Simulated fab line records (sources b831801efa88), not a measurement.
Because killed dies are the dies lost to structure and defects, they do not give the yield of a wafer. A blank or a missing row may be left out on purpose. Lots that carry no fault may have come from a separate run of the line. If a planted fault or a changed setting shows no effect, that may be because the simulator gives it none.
fab line records + flow gf180mcu
[record]
- lots = 14
- wafers = 42
- lastDay = 34
route steps=602 shown V1@337 M2@366
lots that met no fault: from a run of the same line without faults
startH: hours from the record's opening day to when the first of the lot's shown wafers began + waitH: hours from the lot's prior step to this one + " the same as in the row above + L1.1+2: a row that stands for several wafers + - no value, or no start given + * or withheld: withheld + < > ~ a bound
route shown NAME@n: a module of which the file shows steps, and the number in the route of the first + usual: average and standard deviation across the fault-free wafers + same: alike in all rows + chamber/n: place in a boat + sites: readings site by site + _std_site: the values' standard deviation + _edge_site: the outer-site mean with the inner-site mean subtracted + radiusMm: how far each site lies from the wafer's centre + mask NAME#n: copy n + behind: the last tool/chamber to shape the wafer + hold: what put the lot on hold/how long, in hours/how the hold closed + device: the transistor (n, p or np) that didn't switch + end of line: the route-end tests of the same wafers + a step with no rows: only its recipe + killed: at the first sort, the dies lost to defects and structure; wafer yield is something else + map: dies across one wafer; x = killed, . = not, _ = none there
set.NAME: the setting the step ran with; set.NAME@STEP: the setting that earlier step ran with + model.NAME: the simulator's own value behind a step, which no gauge read
route steps across a sampled set of lots; one table per step, one row per wafer
services: the hour from which a tool's chamber was out of use, counted from the record's first day as startH (under 0 if before that day), plus the number of hours and why
[[steps]]
[step GF_V1_CVD_02]
[recipe]
- material = SiO2
- targetThkNm = 850
- precursor = TEOS
- tempC = 400
- timeS = 94.851
- rfW = 600
[usual]
- heaterPowerW = 639/110
| lot.wafer | tool     | chamber | startH | waitH | heaterPowerW | sinceWetCleanH |
|-----------|----------|---------|--------|-------|--------------|----------------|
| L715.4    | pecvd-04 | 2       | 394.43 | 0.1   | 934          | -              |
| L715.5    | "        | 1       | "      | "     | 691          | -              |
| L715.6    | "        | 0       | "      | "     | 681          | -              |
| L716.3    | pecvd-01 | 1       | 396.63 | 0.0   | 568          | 639            |
| L716.4    | "        | 1       | "      | "     | 446          | -              |
| L716.5    | "        | 2       | "      | "     | 604          | -              |
| L719.3    | pecvd-02 | 2       | 424.04 | 0.0   | 656          | 41             |
| L719.5    | "        | 1       | "      | "     | 646          | -              |
| L719.6    | "        | 2       | "      | "     | 676          | -              |
| L722.2    | pecvd-01 | 2       | 454.99 | 0.0   | 565          | 697            |
| L722.3    | "        | 2       | "      | "     | 594          | -              |
| L722.6    | "        | 2       | "      | "     | 638          | -              |
| L723.3    | pecvd-02 | 0       | 461.75 | 0.0   | 619          | 79             |
| L723.4    | "        | 2       | "      | "     | 631          | -              |
| L723.6    | "        | 0       | "      | "     | 663          | -              |
| L729.1    | pecvd-04 | 0       | 513.58 | 0.1   | 619          | 339            |
| L729.2    | "        | 1       | "      | "     | 627          | 339            |
| L729.3    | "        | 2       | "      | "     | 842          | 339            |
| L730.2    | pecvd-01 | 0       | 516.18 | 0.0   | 629          | 758            |
| L730.3    | "        | 2       | "      | "     | 637          | 758            |
| L730.4    | "        | 2       | "      | "     | 654          | -              |
| L731.3    | pecvd-01 | 2       | 526.27 | 0.0   | 564          | 768            |
| L731.4    | "        | 1       | "      | "     | 554          | -              |
| L731.5    | "        | 0       | "      | "     | 672          | -              |
| L732.1    | pecvd-04 | 1       | 534.59 | 0.1   | 630          | 360            |
| L732.2    | "        | 2       | "      | "     | 978          | 360            |
| L732.4    | "        | 1       | "      | "     | 685          | -              |
| L733.2    | pecvd-02 | 0       | 547.13 | 0.0   | 697          | 164            |
| L733.4    | "        | 0       | "      | "     | 711          | -              |
| L733.6    | "        | 1       | "      | "     | 660          | -              |
| L734.1    | pecvd-02 | 2       | 551.71 | 0.1   | 568          | 169            |
| L734.4    | "        | 0       | "      | "     | 645          | -              |
| L734.5    | "        | 1       | "      | "     | 561          | -              |
| L735.2    | pecvd-04 | 0       | 561.44 | 0.0   | 705          | 387            |
| L735.4    | "        | 1       | "      | "     | 717          | -              |
| L735.5    | "        | 2       | "      | "     | 967          | -              |
| L736.2    | pecvd-01 | 1       | 570.67 | 0.0   | 490          | 813            |
| L736.4    | "        | 1       | "      | "     | 536          | -              |
| L736.5    | "        | 2       | "      | "     | 637          | -              |
| L738.1    | pecvd-01 | 2       | 583.26 | 0.1   | 636          | 825            |
| L738.3    | "        | 1       | "      | "     | 463          | 825            |
| L738.4    | "        | 2       | "      | "     | 509          | -              |
[step GF_V1_ETCH_17]
[recipe]
- chemistry = C4F8/O2/Ar
- maskMaterial = KrF
- target = SiO2
- stopOn = TiN
- sourceW = 1500
- biasW = 1200
- pressureMtorr = 40
- c4f8FlowSccm = withheld
- O2_flow_sccm = 6
- Ar_flow_sccm = 300
- timeS = withheld
- targetDepthA = 6300
[usual]
- biasW = 1200/3.8
- chamberPressureMTorr = 40.00/0.036
- oesProductAu = 0.856/0.0047
| lot.wafer | tool       | chamber | startH | waitH | biasW | chamberPressureMTorr | oesProductAu |
|-----------|------------|---------|--------|-------|-------|----------------------|--------------|
| L715.4    | rieDiel-04 | 2       | 418    | -     | 1200  | 39.94                | 0.861        |
| L715.5    | "          | 0       | "      | "     | 1201  | 40.00                | 0.862        |
| L715.6    | "          | 1       | "      | "     | 1194  | 39.99                | 0.859        |
| L716.3    | rieDiel-01 | 2       | 420    | -     | 1201  | 39.92                | 0.853        |
| L716.4    | "          | 1       | "      | "     | 1194  | 39.95                | 0.860        |
| L716.5    | "          | 0       | 421    | -     | 1196  | 40.04                | 0.854        |
| L719.3    | rieDiel-02 | 1       | 448    | -     | 1203  | 40.01                | 0.855        |
| L719.5    | "          | 3       | "      | "     | 1207  | 40.04                | 0.851        |
| L719.6    | "          | 2       | "      | "     | 1198  | 39.95                | 0.861        |
| L722.2    | rieDiel-02 | 0       | 480    | -     | 1194  | 40.03                | 0.856        |
| L722.3    | "          | 1       | "      | "     | 1201  | 40.04                | 0.856        |
| L722.6    | "          | 3       | "      | "     | 1189  | 39.96                | 0.856        |
| L723.3    | rieDiel-02 | 2       | 485    | -     | 1202  | 40.07                | 0.865        |
| L723.4    | "          | 0       | "      | "     | 1197  | 40.10                | 0.865        |
| L723.6    | "          | 3       | "      | "     | 1204  | 40.00                | 0.859        |
| L729.1    | rieDiel-04 | 0       | 536    | -     | -     | -                    | -            |
| L729.2    | "          | 3       | "      | "     | -     | -                    | -            |
| L729.3    | "          | 2       | "      | "     | -     | -                    | -            |
| L730.2    | rieDiel-01 | 3       | 540    | -     | -     | -                    | -            |
| L730.3    | "          | 1       | "      | "     | -     | -                    | -            |
| L730.4    | "          | 2       | "      | "     | -     | -                    | -            |
| L731.3    | rieDiel-04 | 2       | 549    | -     | 1199  | 40.04                | 0.856        |
| L731.4    | "          | 2       | "      | "     | 1203  | 39.99                | 0.852        |
| L731.5    | "          | 3       | "      | "     | 1204  | 39.96                | 0.851        |
| L732.1    | rieDiel-04 | 1       | 557    | -     | 1203  | 39.99                | 0.852        |
| L732.2    | "          | 0       | "      | "     | 1196  | 40.01                | 0.865        |
| L732.4    | "          | 0       | 558    | -     | 1204  | 40.01                | 0.851        |
| L733.2    | rieDiel-02 | 2       | 570    | -     | 1203  | 40.03                | 0.852        |
| L733.4    | "          | 2       | "      | "     | 1196  | 40.06                | 0.852        |
| L733.6    | "          | 3       | "      | "     | 1199  | 40.07                | 0.848        |
| L734.1    | rieDiel-04 | 2       | 574    | -     | 1202  | 40.05                | 0.854        |
| L734.4    | "          | 1       | "      | "     | 1201  | 40.02                | 0.864        |
| L734.5    | "          | 1       | "      | "     | 1200  | 39.98                | 0.859        |
| L735.2    | rieDiel-04 | 0       | 584    | -     | 1206  | 39.98                | 0.851        |
| L735.4    | "          | 1       | "      | "     | 1200  | 40.01                | 0.853        |
| L735.5    | "          | 1       | "      | "     | 1204  | 39.96                | 0.862        |
| L736.2    | rieDiel-02 | 3       | 592    | -     | 1201  | 39.98                | 0.847        |
| L736.4    | "          | 0       | "      | "     | 1195  | 39.98                | 0.855        |
| L736.5    | "          | 2       | "      | "     | 1200  | 40.03                | 0.849        |
| L738.1    | rieDiel-01 | 0       | 604    | -     | 1196  | 39.97                | 0.855        |
| L738.3    | "          | 1       | "      | "     | 1208  | 40.03                | 0.866        |
| L738.4    | "          | 0       | "      | "     | 1202  | 39.95                | 0.854        |
[step GF_V1_STRIP_18]
[recipe]
- chemistry = O2/N2
- powerW = 1400
- pressureMtorr = 1500
- platenTempC = 250
- o2FlowSccm = 3000
- n2FlowSccm = 300
- overashFraction = 0.5
[usual]
- drypumpMotorCurrentA = 5.5/0.5
- heaterPowerW = 354/25
- o2FlowSccm = 2998/7.9
- oesProductAu = 0.591/0.0055
- platenTempC = 250.03/0.19
| lot.wafer | tool           | chamber | startH | waitH | drypumpMotorCurrentA | heaterPowerW | o2FlowSccm | oesProductAu | platenTempC | rfHoursCounterH |
|-----------|----------------|---------|--------|-------|----------------------|--------------|------------|--------------|-------------|-----------------|
| L715.4    | plasmaAsher-04 | 0       | 418.69 | -     | 4.8                  | 334          | 2991       | 0.592        | 250.11      | -               |
| L715.5    | "              | 0       | "      | "     | 4.8                  | 333          | 3004       | 0.583        | 250.17      | -               |
| L715.6    | "              | 1       | "      | "     | 5.7                  | 381          | 3000       | 0.585        | 249.83      | -               |
| L716.3    | plasmaAsher-02 | 1       | 421.12 | -     | 5.6                  | 359          | 3016       | 0.598        | 250.00      | -               |
| L716.4    | "              | 0       | "      | "     | 6.3                  | 345          | 2997       | 0.596        | 249.96      | -               |
| L716.5    | "              | 1       | "      | "     | 5.6                  | 359          | 3006       | 0.584        | 250.00      | -               |
| L719.3    | plasmaAsher-04 | 0       | 449.05 | -     | 4.8                  | 340          | 2996       | 0.585        | 249.84      | -               |
| L719.5    | "              | 1       | "      | "     | 5.7                  | 385          | 3014       | 0.587        | 249.80      | -               |
| L719.6    | "              | 0       | "      | "     | 4.8                  | 342          | 2997       | 0.586        | 250.05      | -               |
| L722.2    | plasmaAsher-02 | 1       | 480.21 | -     | 5.6                  | 363          | 2994       | 0.591        | 249.91      | 5               |
| L722.3    | "              | 0       | "      | "     | 6.3                  | 365          | 2997       | 0.584        | 250.19      | -               |
| L722.6    | "              | 1       | "      | "     | 5.6                  | 354          | 2990       | 0.589        | 249.89      | -               |
| L723.3    | plasmaAsher-02 | 1       | 486.05 | -     | 5.6                  | 364          | 3008       | 0.592        | 249.75      | -               |
| L723.4    | "              | 0       | "      | "     | 6.2                  | 362          | 2997       | 0.592        | 250.26      | -               |
| L723.6    | "              | 1       | "      | "     | 5.6                  | 344          | 3007       | 0.600        | 250.00      | -               |
| L729.1    | plasmaAsher-01 | 1       | 536.86 | -     | 6.1                  | 340          | 3002       | 0.660        | 250.01      | 90              |
| L729.2    | "              | 0       | "      | "     | 5.3                  | 315          | 2993       | 0.674        | 250.02      | 90              |
| L729.3    | "              | 1       | "      | "     | 6.1                  | 335          | 2995       | 0.672        | 249.82      | -               |
| L730.2    | plasmaAsher-04 | 0       | 540.21 | -     | 4.8                  | 337          | 2996       | 0.663        | 250.25      | 77              |
| L730.3    | "              | 0       | "      | "     | 4.8                  | 335          | 2998       | 0.662        | 250.25      | -               |
| L730.4    | "              | 1       | "      | "     | 5.7                  | 377          | 3017       | 0.669        | 249.78      | -               |
| L731.3    | plasmaAsher-04 | 1       | 549.94 | -     | 5.7                  | 400          | 3004       | 0.580        | 250.04      | -               |
| L731.4    | "              | 0       | "      | "     | 4.8                  | 334          | 3002       | 0.597        | 249.61      | -               |
| L731.5    | "              | 1       | "      | "     | 5.7                  | 392          | 2991       | 0.593        | 249.99      | -               |
| L732.1    | plasmaAsher-04 | 1       | 558.08 | -     | 5.7                  | 384          | 3023       | 0.604        | 249.90      | 79              |
| L732.2    | "              | 0       | "      | "     | 4.8                  | 329          | 2996       | 0.588        | 250.13      | 79              |
| L732.4    | "              | 1       | "      | "     | 5.7                  | 377          | 3011       | 0.589        | 249.88      | -               |
| L733.2    | plasmaAsher-04 | 0       | 570.33 | -     | 4.8                  | 332          | 2990       | 0.589        | 249.91      | 80              |
| L733.4    | "              | 0       | "      | "     | 4.8                  | 335          | 2998       | 0.590        | 250.00      | -               |
| L733.6    | "              | 1       | "      | "     | 5.7                  | 395          | 2999       | 0.586        | 250.35      | -               |
| L734.1    | plasmaAsher-04 | 0       | 574.69 | -     | 4.8                  | 336          | 2992       | 0.591        | 250.42      | 81              |
| L734.4    | "              | 1       | "      | "     | 5.7                  | 395          | 2995       | 0.585        | 250.04      | -               |
| L734.5    | "              | 1       | "      | "     | 5.7                  | 393          | 3007       | 0.588        | 250.09      | -               |
| L735.2    | plasmaAsher-04 | 1       | 584.42 | -     | 5.7                  | 386          | 2999       | 0.597        | 249.74      | 82              |
| L735.4    | "              | 1       | "      | "     | 5.7                  | 390          | 3012       | 0.597        | 250.28      | -               |
| L735.5    | "              | 0       | "      | "     | 4.8                  | 333          | 2993       | 0.595        | 250.11      | -               |
| L736.2    | plasmaAsher-01 | 0       | 592.26 | -     | 5.2                  | 321          | 2997       | 0.591        | 250.13      | 94              |
| L736.4    | "              | 1       | "      | "     | 6.1                  | 342          | 2990       | 0.595        | 249.98      | -               |
| L736.5    | "              | 0       | "      | "     | 5.3                  | 317          | 2990       | 0.584        | 250.39      | -               |
| L738.1    | plasmaAsher-04 | 0       | 605.03 | -     | 4.8                  | 328          | 2998       | 0.588        | 250.03      | 84              |
| L738.3    | "              | 0       | "      | "     | 4.8                  | 334          | 2990       | 0.596        | 249.85      | -               |
| L738.4    | "              | 1       | "      | "     | 5.7                  | 388          | 2995       | 0.598        | 250.20      | -               |
[step GF_V1_CMP_26]
[recipe]
- stopOn = SiO2
- downForcePsi = 3.5
- platenRpm = 60
- tOverpolishS = 15
- targetThkNm = 0
- padVelocityMS = 0.94248
[usual]
- motorCurrentA = 10.7/0.58
- overpolishRunS = 15.000/0.0096
- timeToEndpointS = 85/4.1
| lot.wafer | tool   | chamber | startH | waitH | motorCurrentA | overpolishRunS | timeToEndpointS |
|-----------|--------|---------|--------|-------|---------------|----------------|-----------------|
| L715.4    | cmp-02 | 3       | 419.63 | 0.1   | 10.7          | 15.001         | 87              |
| L715.6    | "      | 2       | "      | "     | 11.0          | 14.998         | 85              |
| L715.5    | "      | 3       | "      | "     | 10.6          | 14.996         | 87              |
| L716.3    | cmp-01 | 0       | 422.11 | 0.1   | 11.0          | 14.993         | 88              |
| L716.4    | "      | 1       | "      | "     | 10.1          | 15.013         | 89              |
| L716.5    | "      | 3       | "      | "     | 11.2          | 15.005         | 81              |
| L719.3    | cmp-01 | 1       | 450.10 | 0.2   | 9.6           | 15.007         | 88              |
| L719.5    | "      | 2       | "      | "     | 10.8          | 15.005         | 78              |
| L719.6    | "      | 3       | "      | "     | 10.3          | 15.023         | 82              |
| L722.2    | cmp-02 | 3       | 481.13 | 0.0   | 10.0          | 14.987         | 80              |
| L722.3    | "      | 1       | "      | "     | 10.5          | 15.016         | 84              |
| L722.6    | "      | 3       | "      | "     | 11.0          | 15.015         | 79              |
| L723.3    | cmp-01 | 1       | 487.05 | 0.1   | 9.1           | 14.992         | 88              |
| L723.4    | "      | 2       | "      | "     | 10.7          | 15.006         | 80              |
| L723.6    | "      | 3       | "      | "     | 10.8          | 14.997         | 86              |
| L729.2    | cmp-01 | 2       | 540.26 | 2.4   | 10.8          | 15.002         | 76              |
| L729.1    | "      | 0       | "      | "     | 11.7          | 14.982         | 85              |
| L729.3    | "      | 1       | "      | "     | 9.6           | 15.013         | 84              |
| L730.4    | cmp-01 | 3       | 541.25 | 0.0   | 11.5          | 14.996         | 81              |
| L730.3    | "      | 1       | "      | "     | 10.0          | 15.003         | 84              |
| L730.2    | "      | 2       | "      | "     | 11.0          | 14.990         | 80              |
| L731.4    | cmp-02 | 1       | 550.95 | 0.1   | 10.9          | 14.996         | 81              |
| L731.3    | "      | 2       | "      | "     | 10.3          | 15.009         | 80              |
| L731.5    | "      | 1       | "      | "     | 10.8          | 15.000         | 85              |
| L732.2    | cmp-01 | 2       | 559.08 | 0.0   | 10.6          | 15.008         | 83              |
| L732.1    | "      | 3       | "      | "     | 10.6          | 14.993         | 80              |
| L732.4    | "      | 0       | "      | "     | 11.4          | 15.009         | 90              |
| L733.2    | cmp-02 | 1       | 571.37 | 0.2   | 10.8          | 14.996         | 83              |
| L733.4    | "      | 2       | "      | "     | 10.9          | 15.002         | 83              |
| L733.6    | "      | 2       | "      | "     | 11.2          | 14.994         | 82              |
| L734.4    | cmp-02 | 3       | 575.87 | 0.3   | 10.9          | 15.011         | 80              |
| L734.1    | "      | 0       | "      | "     | 10.2          | 14.995         | 87              |
| L734.5    | "      | 1       | "      | "     | 10.9          | 14.987         | 83              |
| L735.4    | cmp-02 | 2       | 585.38 | 0.0   | 10.6          | 14.999         | 84              |
| L735.2    | "      | 3       | "      | "     | 10.8          | 15.002         | 84              |
| L735.5    | "      | 3       | "      | "     | 10.4          | 15.005         | 83              |
| L736.4    | cmp-01 | 1       | 593.18 | 0.0   | 9.3           | 15.024         | 83              |
| L736.2    | "      | 0       | "      | "     | 11.3          | 14.992         | 86              |
| L736.5    | "      | 2       | "      | "     | 11.0          | 14.992         | 80              |
| L738.1    | cmp-01 | 3       | 605.96 | 0.1   | 11.1          | 15.006         | 85              |
| L738.4    | "      | 1       | "      | "     | 9.4           | 15.013         | 89              |
| L738.3    | "      | 2       | "      | "     | 10.6          | 14.999         | 80              |
[step GF_M2_SPUTTER_04]
[recipe]
- material = TiN
- targetThkNm = 50
- powerW = 6500
- timeS = 41.7
- chamberPressurePa = 0.4
[usual]
- throttleValvePct = 29.8/1.4
| lot.wafer | tool          | chamber | startH | waitH | throttleValvePct |
|-----------|---------------|---------|--------|-------|------------------|
| L715.4    | pvdSputter-02 | -       | 420.07 | 0.0   | 29.6             |
| L715.5    | "             | -       | "      | "     | 32.0             |
| L715.6    | "             | -       | "      | "     | 27.5             |
| L716.3    | pvdSputter-04 | -       | 422.49 | 0.0   | 28.1             |
| L716.4    | "             | -       | "      | "     | 30.1             |
| L716.5    | "             | -       | "      | "     | 28.3             |
| L719.3    | pvdSputter-01 | -       | 450.43 | 0.0   | 30.2             |
| L719.5    | "             | -       | "      | "     | 30.9             |
| L719.6    | "             | -       | "      | "     | 28.9             |
| L722.2    | pvdSputter-02 | -       | 481.61 | 0.0   | 29.8             |
| L722.3    | "             | -       | "      | "     | 32.1             |
| L722.6    | "             | -       | "      | "     | 32.1             |
| L723.3    | pvdSputter-04 | -       | 487.43 | 0.0   | 28.5             |
| L723.4    | "             | -       | "      | "     | 29.9             |
| L723.6    | "             | -       | "      | "     | 29.9             |
| L731.3    | pvdSputter-04 | -       | 551.39 | 0.0   | 30.3             |
| L731.4    | "             | -       | "      | "     | 30.1             |
| L731.5    | "             | -       | "      | "     | 31.7             |
| L732.1    | pvdSputter-02 | -       | 559.56 | 0.0   | 27.8             |
| L732.2    | "             | -       | "      | "     | 29.6             |
| L732.4    | "             | -       | "      | "     | 27.8             |
| L733.2    | pvdSputter-02 | -       | 571.85 | 0.0   | 29.1             |
| L733.4    | "             | -       | "      | "     | 32.1             |
| L733.6    | "             | -       | "      | "     | 27.8             |
| L734.1    | pvdSputter-04 | -       | 576.25 | 0.0   | 30.4             |
| L734.4    | "             | -       | "      | "     | 28.4             |
| L734.5    | "             | -       | "      | "     | 28.2             |
| L735.2    | pvdSputter-04 | -       | 585.86 | 0.0   | 30.4             |
| L735.4    | "             | -       | "      | "     | 29.8             |
| L735.5    | "             | -       | "      | "     | 30.7             |
| L736.2    | pvdSputter-02 | -       | 593.66 | 0.0   | 27.7             |
| L736.4    | "             | -       | "      | "     | 29.7             |
| L736.5    | "             | -       | "      | "     | 29.4             |
| L738.1    | pvdSputter-02 | -       | 606.44 | 0.0   | 29.2             |
| L738.3    | "             | -       | "      | "     | 29.5             |
| L738.4    | "             | -       | "      | "     | 27.8             |
[[services]]
| tool           | chamber | startH | hours | kind   |
|----------------|---------|--------|-------|--------|
| cmp-02         | -       | 381.72 | 3.7   | repair |
| cmp-02         | -       | 386.75 | 10.5  | pm     |
| cmp-02         | -       | 404.40 | 4.0   | pm     |
| cmp-01         | -       | 411.79 | 8.7   | repair |
| cmp-02         | -       | 449.43 | 1.2   | repair |
| cmp-02         | -       | 450.74 | 1.2   | repair |
| pecvd-01       | 0       | 450.81 | 13.8  | repair |
| pvdSputter-02  | -       | 455.34 | 1.2   | repair |
| plasmaAsher-04 | -       | 456.39 | 1.7   | repair |
| rieDiel-04     | 3       | 462.18 | 8.5   | repair |
| pvdSputter-02  | -       | 472.70 | 2.2   | repair |
| cmp-02         | -       | 497.48 | 0.5   | repair |
| pecvd-01       | -       | 506.06 | 2.8   | pm     |
| cmp-01         | -       | 507.58 | 0.9   | repair |
| cmp-02         | -       | 507.69 | 1.4   | repair |
| cmp-02         | -       | 513.19 | 0.9   | repair |
| rieDiel-04     | 2       | 517.78 | 4.1   | repair |
| cmp-01         | -       | 528.97 | 4.6   | pm     |
| cmp-02         | -       | 532.83 | 17.5  | repair |
| pvdSputter-02  | -       | 538.50 | 0.5   | repair |
| cmp-02         | -       | 538.64 | 0.8   | repair |
| rieDiel-04     | 1       | 545.01 | 6.7   | repair |
| cmp-01         | -       | 572.30 | 4.0   | pm     |
| cmp-01         | -       | 583.38 | 2.4   | repair |
[[key]]
[firstSign]
- step = GF_V1_ETCH_17
- reading = toolRecord
- direction = missing
[effect]
- step = GF_V1_STRIP_18
- reading = oesProductAu
- direction = up
- sigmas = 14
- usual = 0.591
- struck = 0.667
metAt GF_V1_ETCH_17
struckLots L729,L730
laterRowsLeftOut L729.1,L729.2,L729.3,L730.2,L730.3,L730.4
sortLeftOut L729.1,L729.2,L729.3,L730.2,L730.3,L730.4
notActingAt GF_V1_CVD_02,GF_V1_CMP_26,GF_M2_SPUTTER_04
onsetBetween 420 536
[fault]
- kind = skippedStepWhole
- tool = rieDiel-01,rieDiel-04
- chamber = -
- onsetH = 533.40
- steps = GF_V1_ETCH_17
- scope = struckLotsOnly
// sortLeftOut: the simulated sort isn't trusted on such a fault, so these wafers' sort isn't shown, and their yield isn't known
// laterRowsLeftOut: the simulator's readings of these wafers behind a module that went badly wrong aren't trusted and aren't shown, but for the sort
